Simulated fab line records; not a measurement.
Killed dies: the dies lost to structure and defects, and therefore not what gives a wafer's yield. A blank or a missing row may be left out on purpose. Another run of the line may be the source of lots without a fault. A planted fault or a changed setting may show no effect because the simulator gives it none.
fab line records	flow sky130
[record] lots = 13	wafers = 39	lastDay = 50
route steps=708 shown LDD_LDN@301 SPACER@304 SD_P@327 PAD_OPEN@708
lots untouched by any fault: they come from a run of this same line in which no faults occurred
startH: hours from the record's opening day to when the first of the lot's shown wafers began	waitH: hours since the lot's step before	" repeats the value in the row above	L1.1+2: a single row standing in for several wafers	- no value present, or no start provided	* or withheld: withheld	< > ~ a bound
route shown NAME@n: NAME is a module with steps in the file, n the number in the route of the first one	usual: mean and standard deviation over wafers with no fault	same: alike in all rows	chamber/n: place in a boat	sites: the reading at each site	_std_site: standard deviation across them	_edge_site: the outer-site mean with the inner-site mean subtracted	radiusMm: how far each site lies from the wafer's centre	mask NAME#n: copy n	behind: the tool/chamber that last shaped the wafer	hold: why the lot went on hold/how many hours it stayed there/how the hold came to an end	device: transistor that didn't switch, given as n, p or np	end of line: the route-end tests of the same wafers	where a step has no rows: the recipe by itself	killed: dies lost to structure and defects at the first sort, not the wafer's yield	map: shows each die of a wafer: x if killed, . if not, _ if none is there
set.NAME: the setting the step ran with; set.NAME@STEP: the setting that earlier step ran with	model.NAME: the simulator's own value behind a step, which no gauge read
the route's steps for a sample of lots (tables are steps, rows are wafers)
services: from which hour (startH, from the record's first day; less than 0 if before it) a tool's chamber was out of use, for how many hours, and why
[[steps]]
[step SKY_LDD_LDN_STRIP_12]
[recipe] chemistry = O2/N2	powerW = 1400	pressureMtorr = 1500	platenTempC = withheld	o2FlowSccm = 3000	n2FlowSccm = 300	overashFraction = 0.5
[usual] drypumpMotorCurrentA = 5.6/0.43	oesProductAu = 0.716/0.0044	stripTimeToEndpointS = 14.19/0.046
lot.wafer	tool	chamber	startH	waitH	drypumpMotorCurrentA	oesProductAu	rfHoursCounterH	stripTimeToEndpointS
L393.1	plasmaAsher-01	0	522.47	0.1	5.0	0.720	41	14.25
L393.2	"	1	"	"	5.6	0.708	41	14.31
L393.5	"	1	"	"	5.7	0.718	-	14.26
L394.2	plasmaAsher-02	0	528.20	0.1	6.4	0.714	67	14.10
L394.3	"	0	"	"	6.4	0.717	-	14.11
L394.6	"	1	"	"	5.8	0.713	-	14.16
L395.3	plasmaAsher-01	0	539.69	0.1	5.0	0.719	-	14.20
L395.5	"	0	"	"	5.1	0.710	-	14.22
L395.6	"	1	"	"	5.6	0.714	-	14.21
L396.2	plasmaAsher-01	0	558.72	0.1	5.0	0.708	44	14.20
L396.3	"	1	"	"	5.6	0.724	-	14.17
L396.5	"	1	"	"	5.6	0.716	-	14.22
L397.1	plasmaAsher-02	1	568.01	0.1	5.7	0.717	72	14.28
L397.4	"	0	"	"	6.4	0.713	-	14.25
L397.6	"	0	"	"	6.4	0.719	-	14.23
L402.4	plasmaAsher-04	0	605.60	0.1	5.4	0.706	-	14.24
L402.5	"	0	"	"	5.5	0.718	-	14.24
L402.6	"	1	"	"	5.8	0.721	-	14.23
L410.3	plasmaAsher-02	0	672.20	0.1	6.4	0.717	-	14.21
L410.4	"	1	"	"	5.8	0.715	-	14.20
L410.6	"	1	"	"	5.8	0.712	-	14.21
L411.2	plasmaAsher-01	0	678.15	0.1	5.0	0.712	54	14.13
L411.4	"	1	"	"	5.7	0.720	-	14.17
L411.6	"	0	"	"	5.1	0.708	-	14.20
L412.2	plasmaAsher-04	1	689.35	0.1	5.8	0.721	27	14.08
L412.3	"	0	"	"	5.4	0.713	-	14.17
L412.4	"	1	"	"	5.8	0.721	-	14.16
L413.1	plasmaAsher-02	1	694.51	0.1	5.8	0.713	85	14.21
L413.3	"	1	"	"	5.8	0.722	-	14.17
L413.5	"	1	"	"	5.8	0.719	-	14.21
L414.3	plasmaAsher-01	0	701.19	0.1	5.0	0.719	-	14.18
L414.4	"	1	"	"	5.6	0.710	-	14.17
L414.5	"	0	"	"	5.0	0.713	-	14.16
L415.2	plasmaAsher-01	1	709.93	0.1	5.6	0.713	57	14.22
L415.3	"	0	"	"	5.1	0.707	-	14.23
L415.4	"	1	"	"	5.7	0.723	-	14.19
L416.1	plasmaAsher-01	1	715.46	0.1	5.6	0.715	57	14.25
L416.3	"	0	"	"	5.1	0.724	-	14.21
L416.4	"	1	"	"	5.6	0.715	-	14.18
[step SKY_LDD_LDN_TW_MEAS_13]
[usual] LDD_LDN_TW = 1487/7.7
lot.wafer	tool	chamber	startH	waitH	LDD_LDN_TW
L393.1	filmMetro-01	-	522.57	0.1	1492
L393.2	"	-	"	"	1494
L393.5	"	-	"	"	1489
L394.2	filmMetro-02	-	528.31	0.1	1491
L394.3	"	-	"	"	1500
L394.6	"	-	"	"	1503
L395.3	filmMetro-02	-	539.77	0.1	1498
L395.5	"	-	"	"	1491
L395.6	"	-	"	"	1496
L396.2	filmMetro-01	-	558.83	0.1	1481
L396.3	"	-	"	"	1483
L396.5	"	-	"	"	1479
L397.1	filmMetro-02	-	568.11	0.1	1484
L397.4	"	-	"	"	1484
L397.6	"	-	"	"	1481
L402.4	filmMetro-02	-	605.70	0.1	1480
L402.5	"	-	"	"	1476
L402.6	"	-	"	"	1486
L410.3	filmMetro-02	-	672.29	0.1	1472
L410.4	"	-	"	"	1478
L410.6	"	-	"	"	1474
L411.2	filmMetro-04	-	678.26	0.1	1481
L411.4	"	-	"	"	1474
L411.6	"	-	"	"	1476
L412.2	filmMetro-04	-	689.46	0.1	1482
L412.3	"	-	"	"	1481
L412.4	"	-	"	"	1475
L413.1	filmMetro-04	-	694.61	0.1	1481
L413.3	"	-	"	"	1482
L413.5	"	-	"	"	1480
L414.3	filmMetro-01	-	701.28	0.1	1491
L414.4	"	-	"	"	1489
L414.5	"	-	"	"	1490
L415.2	filmMetro-02	-	710.04	0.1	1479
L415.3	"	-	"	"	1479
L415.4	"	-	"	"	1475
L416.1	filmMetro-01	-	715.56	0.1	1498
L416.3	"	-	"	"	1486
L416.4	"	-	"	"	1500
[step SKY_SPACER_CVD_00]
[recipe] material = Si3N4	precursor = DCS/NH3	targetThkNm = 43.1	tempC = 770	timeS = 740	pressureMtorr = 250
[usual] spikeTcBottomC = 787/3.6	spikeTcCentreC = 769.9/1.2	spikeTcLowerC = 770.4/1.2	zonePowerBottomPct = 19.0/0.67	zonePowerCentrePct = 11.75/0.21	zonePowerLowerPct = 14.20/0.19	zonePowerUpperPct = 11.85/0.14
lot.wafer	tool	chamber	startH	waitH	spikeTcBottomC	spikeTcCentreC	spikeTcLowerC	zonePowerBottomPct	zonePowerCentrePct	zonePowerLowerPct	zonePowerUpperPct
L393.1	lpcvd-02	1	522.68	0.0	790	768.1	769.9	18.5	11.94	14.33	11.86
L393.2	"	1	"	"	791	769.5	770.1	18.8	11.60	14.09	11.99
L393.5	"	1	"	"	789	768.1	770.7	18.7	11.65	14.22	12.00
L394.2	lpcvd-02	1	528.41	0.0	791	771.7	771.0	18.5	12.11	14.05	11.67
L394.3	"	1	"	"	789	769.5	770.8	19.0	11.97	14.49	11.79
L394.6	"	1	"	"	789	768.4	770.0	18.6	11.69	14.28	12.02
L395.3	lpcvd-02	1	540.39	0.5	788	769.5	770.1	18.5	12.01	14.29	11.90
L395.5	"	1	"	"	789	770.6	771.9	18.7	11.88	14.21	11.80
L395.6	"	1	"	"	790	769.9	769.9	18.7	12.00	14.19	12.05
L396.2	lpcvd-02	1	559.73	0.8	788	768.7	770.2	18.5	11.67	14.29	11.79
L396.3	"	1	"	"	789	768.2	771.6	18.6	11.89	14.16	11.82
L396.5	"	1	"	"	791	769.5	770.5	18.6	11.82	13.86	11.73
L397.1	lpcvd-02	1	568.32	0.1	789	769.5	770.4	18.6	11.93	14.20	12.02
L397.4	"	1	"	"	790	770.5	771.0	18.7	11.91	14.30	12.08
L397.6	"	1	"	"	789	769.6	770.7	18.8	11.64	14.35	11.78
L402.4	lpcvd-02	0	605.78	0.0	774	766.5	814.2	15.3	6.58	27.80	12.21
L402.5	"	0	"	"	774	765.0	813.1	15.3	6.55	27.41	12.43
L402.6	"	0	"	"	774	765.5	811.4	15.4	6.61	27.50	12.26
L410.3	lpcvd-02	1	672.45	0.1	791	769.9	771.6	18.3	11.64	14.17	11.92
L410.4	"	1	"	"	789	769.7	770.7	18.6	11.75	14.39	12.16
L410.6	"	1	"	"	791	770.0	770.0	18.5	11.85	14.15	11.79
L411.2	lpcvd-02	0	678.36	0.0	781	771.6	767.6	19.9	11.37	14.05	11.83
L411.4	"	0	"	"	783	769.9	770.9	19.9	11.44	14.00	11.68
L411.6	"	0	"	"	783	771.7	769.0	19.9	11.58	14.24	11.86
L412.2	lpcvd-02	1	689.56	0.0	790	768.8	771.1	18.8	11.77	14.16	11.85
L412.3	"	1	"	"	790	770.7	771.9	18.5	12.03	14.47	11.71
L412.4	"	1	"	"	790	769.3	771.7	18.9	11.88	13.92	11.93
L413.1	lpcvd-02	1	695.15	0.4	790	767.1	770.1	18.7	11.74	14.40	11.99
L413.3	"	1	"	"	789	769.6	772.7	18.8	11.80	14.27	11.88
L413.5	"	1	"	"	792	769.5	771.0	18.8	11.71	14.42	11.98
L414.3	lpcvd-02	0	702.08	0.7	780	770.6	770.2	20.0	11.54	13.97	12.00
L414.4	"	0	"	"	780	771.7	770.0	19.9	11.26	14.19	11.70
L414.5	"	0	"	"	782	771.4	769.8	20.0	11.39	13.94	11.80
L415.2	lpcvd-02	1	710.14	0.0	788	769.5	772.0	18.4	12.07	14.40	11.90
L415.3	"	1	"	"	788	769.3	769.3	18.5	11.94	14.28	11.83
L415.4	"	1	"	"	790	770.7	770.4	18.8	11.83	14.53	11.79
L416.1	lpcvd-02	0	715.73	0.1	782	772.0	770.7	20.6	11.28	13.78	11.83
L416.3	"	0	"	"	781	772.8	770.0	19.9	11.51	14.04	11.71
L416.4	"	0	"	"	782	770.3	772.1	19.7	11.58	13.88	11.79
[step SKY_SD_P_CD_MEAS_07]
[recipe] targetCdNm = 380
[usual] cdNm = 379.4/2.4
lot.wafer	tool	chamber	startH	waitH	cdNm
L393.1	cdSem-01	-	584.47	0.1	380.4
L393.2	"	-	"	"	377.3
L393.5	"	-	"	"	376.6
L394.2	cdSem-01	-	590.69	0.1	377.3
L394.3	"	-	"	"	376.4
L394.6	"	-	"	"	376.5
L395.3	cdSem-01	-	602.52	0.1	377.4
L395.5	"	-	"	"	377.5
L395.6	"	-	"	"	378.5
L396.2	cdSem-01	-	620.34	0.1	381.9
L396.3	"	-	"	"	380.6
L396.5	"	-	"	"	382.7
L397.1	cdSem-02	-	628.97	0.1	381.9
L397.4	"	-	"	"	383.9
L397.6	"	-	"	"	381.1
L402.4	cdSem-02	-	664.28	0.1	381.3
L402.5	"	-	"	"	379.3
L402.6	"	-	"	"	381.9
L410.3	cdSem-01	-	729.31	0.1	378.2
L410.4	"	-	"	"	378.8
L410.6	"	-	"	"	380.1
L411.2	cdSem-02	-	735.09	0.1	381.7
L411.4	"	-	"	"	381.3
L411.6	"	-	"	"	381.2
L412.2	cdSem-01	-	746.40	0.1	383.7
L412.3	"	-	"	"	383.7
L412.4	"	-	"	"	383.4
L413.1	cdSem-01	-	751.17	0.1	379.4
L413.3	"	-	"	"	378.6
L413.5	"	-	"	"	378.8
L414.3	cdSem-01	-	758.72	0.1	374.9
L414.4	"	-	"	"	375.1
L414.5	"	-	"	"	377.5
L415.2	cdSem-02	-	766.04	0.1	378.5
L415.3	"	-	"	"	379.2
L415.4	"	-	"	"	382.2
L416.1	cdSem-02	-	770.77	0.1	383.0
L416.3	"	-	"	"	378.9
L416.4	"	-	"	"	381.4
[step SKY_PAD_OPEN_PROBE_99]
[usual] killed_at_M0_to_M3 = 44/7	killed_at_M4_up = 3.0/1.8	killedAtContacts = 24/4.9	killedAtFrontEnd = 15/5	killedAtOther = 0.2/0.53	killedDies = 87/8.7	killedOpen = 48/6.8	killedShort = 39/5.7
[same] grossDies = 492	killedAtBackSide = 0
lot.wafer	tool	chamber	startH	waitH	killed_at_M0_to_M3	killed_at_M4_up	killedAtContacts	killedAtFrontEnd	killedAtOther	killedDies	killedOpen	killedShort
L394.2	prober-02	-	1075.60	0.1	42	7	29	22	0	100	51	49
L394.3	prober-02	-	1075.65	0.2	46	5	28	24	0	103	53	50
L394.6	prober-02	-	1075.80	0.2	36	2	26	14	0	78	39	39
L411.2	prober-01	-	1175.18	0.1	37	4	32	17	0	90	48	42
L411.4	prober-01	-	1175.28	0.2	50	5	23	21	0	99	53	46
L411.6	prober-01	-	1175.38	0.2	51	5	25	10	1	92	50	42
L413.1	prober-01	-	1186.01	0.1	44	4	23	9	0	80	49	31
L413.3	prober-01	-	1186.11	0.2	41	0	33	13	0	87	45	42
L413.5	prober-01	-	1186.21	0.2	59	0	17	12	1	89	54	35
L414.3	prober-02	-	1187.07	0.2	49	5	22	16	0	92	50	42
L414.4	prober-02	-	1187.12	0.2	54	3	26	12	0	95	53	42
L414.5	prober-02	-	1187.17	0.2	61	3	28	12	0	104	63	41
L415.2	prober-01	-	1194.83	0.1	51	2	24	10	0	87	42	45
L415.3	prober-01	-	1194.88	0.2	49	4	21	10	0	84	40	44
L415.4	prober-01	-	1194.93	0.2	55	10	23	11	0	99	53	46
// killed by level:class
L394.2 VIA1:geometricParticle:open=12 CONTACT:geometricParticle:open=9 POLY_GATE:geometricParticle:short=7 LI_CONTACT:geometricParticle:open=6 VIA2:geometricParticle:open=6 LOCAL_INTERCONNECT:geometricParticle:short=5 CONTACT:geometricParticle:short=5 VIA1:geometricParticle:short=5
L394.3 CONTACT:geometricParticle:open=13 VIA1:geometricParticle:open=10 VIA2:geometricParticle:open=7 FIELD_ISO:geometricParticle:open=6 POLY_GATE:geometricParticle:short=6 CONTACT:geometricParticle:short=6 METAL1:geometricParticle:short=6 VIA1:geometricParticle:short=6
L394.6 LI_CONTACT:geometricParticle:open=8 CONTACT:geometricParticle:open=8 VIA1:geometricParticle:open=7 FIELD_ISO:geometricParticle:short=6 VIA1:geometricParticle:short=5 VIA2:geometricParticle:open=5 VIA2:geometricParticle:short=5 LI_CONTACT:geometricParticle:short=4
L411.2 VIA1:geometricParticle:open=10 LI_CONTACT:geometricParticle:open=9 CONTACT:geometricParticle:open=9 CONTACT:geometricParticle:short=8 METAL1:geometricParticle:short=7 VIA2:geometricParticle:open=5 LOCAL_INTERCONNECT:geometricParticle:short=5 FIELD_ISO:geometricParticle:short=4
L411.4 CONTACT:geometricParticle:open=11 VIA1:geometricParticle:open=9 VIA2:geometricParticle:open=9 VIA3:geometricParticle:open=7 FIELD_ISO:geometricParticle:short=6 POLY_GATE:geometricParticle:short=6 VIA3:geometricParticle:short=5 METAL3:geometricParticle:short=5
L411.6 VIA1:geometricParticle:short=11 CONTACT:geometricParticle:open=10 VIA1:geometricParticle:open=10 LI_CONTACT:geometricParticle:open=9 VIA2:geometricParticle:open=7 METAL2:geometricParticle:short=5 METAL4:geometricParticle:short=5 POLY_GATE:geometricParticle:open=4
L413.1 VIA3:geometricParticle:open=9 LI_CONTACT:geometricParticle:open=8 CONTACT:geometricParticle:open=8 VIA1:geometricParticle:open=7 VIA1:geometricParticle:short=6 METAL2:geometricParticle:short=5 VIA2:geometricParticle:open=5 FIELD_ISO:geometricParticle:open=3
L413.3 CONTACT:geometricParticle:open=13 VIA1:geometricParticle:open=10 LI_CONTACT:geometricParticle:open=8 LOCAL_INTERCONNECT:geometricParticle:short=5 METAL1:geometricParticle:short=5 METAL2:geometricParticle:short=5 VIA3:geometricParticle:open=5 POLY_GATE:geometricParticle:short=4
L413.5 VIA1:geometricParticle:open=15 VIA3:geometricParticle:open=12 CONTACT:geometricParticle:open=9 METAL1:geometricParticle:short=8 VIA2:geometricParticle:open=5 FIELD_ISO:geometricParticle:short=4 METAL2:geometricParticle:open=4 POLY_GATE:geometricParticle:open=3
L414.3 VIA1:geometricParticle:open=14 VIA2:geometricParticle:open=9 CONTACT:geometricParticle:open=7 VIA1:geometricParticle:short=7 POLY_GATE:geometricParticle:open=5 LOCAL_INTERCONNECT:geometricParticle:short=5 METAL1:geometricParticle:short=5 LI_CONTACT:geometricParticle:short=4
L414.4 VIA1:geometricParticle:open=19 VIA1:geometricParticle:short=11 CONTACT:geometricParticle:open=8 CONTACT:geometricParticle:short=7 VIA3:geometricParticle:open=7 POLY_GATE:geometricParticle:open=6 LI_CONTACT:geometricParticle:open=6 LOCAL_INTERCONNECT:geometricParticle:short=5
L414.5 VIA1:geometricParticle:open=16 CONTACT:geometricParticle:open=12 METAL2:geometricParticle:short=8 VIA1:geometricParticle:short=7 LI_CONTACT:geometricParticle:open=6 VIA2:geometricParticle:open=6 METAL3:geometricParticle:short=6 VIA3:geometricParticle:open=5
L415.2 VIA1:geometricParticle:open=12 CONTACT:geometricParticle:open=11 METAL2:geometricParticle:short=8 METAL1:geometricParticle:short=6 LOCAL_INTERCONNECT:geometricParticle:short=6 METAL3:geometricParticle:short=6 VIA3:geometricParticle:open=6 VIA2:geometricParticle:open=5
L415.3 VIA1:geometricParticle:open=14 CONTACT:geometricParticle:open=6 VIA2:geometricParticle:short=6 CONTACT:geometricParticle:short=5 VIA2:geometricParticle:open=5 METAL3:geometricParticle:short=5 VIA3:geometricParticle:open=5 VIA1:geometricParticle:short=4
L415.4 VIA1:geometricParticle:open=16 VIA1:geometricParticle:short=9 CONTACT:geometricParticle:open=8 LI_CONTACT:geometricParticle:open=6 METAL2:geometricParticle:short=6 POLY_GATE:geometricParticle:short=5 VIA2:geometricParticle:open=5 METAL4:geometricParticle:short=5
[[services]]
tool	chamber	startH	hours	kind
plasmaAsher-02	-	519.09	1.8	repair
plasmaAsher-01	-	560.41	15.6	pm
plasmaAsher-01	-	604.06	14.6	pm
plasmaAsher-04	-	629.81	3.6	repair
lpcvd-02	-	658.28	6.0	pm
[[key]]
[firstSign] step = SKY_SPACER_CVD_00	reading = zonePowerLowerPct	direction = up	sigmas = 69	usual = 14.20	struck = 27.57
[effect] step = SKY_SPACER_CVD_00	reading = spikeTcLowerC	direction = up	sigmas = 35	usual = 770.4	struck = 812.9
metAt SKY_SPACER_CVD_00
struckLots L402
struckWafers L402.4,L402.5,L402.6
testerLeftOut L402
notActingAt SKY_LDD_LDN_STRIP_12,SKY_LDD_LDN_TW_MEAS_13,SKY_SD_P_CD_MEAS_07
[fault] kind = processParameterDrift	tool = lpcvd-02	chamber = 0	onsetH = 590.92	steps = SKY_SPACER_CVD_00	channel = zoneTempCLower	offset = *	shape = step	endH = 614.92
// testerLeftOut: of these lots the tester's yield and bins aren't shown, on N5 and GAA mostly nor the transistor test; their killed dies are dies lost to structure and defects alone, not to doping, threshold or leakage, so they don't give the yield
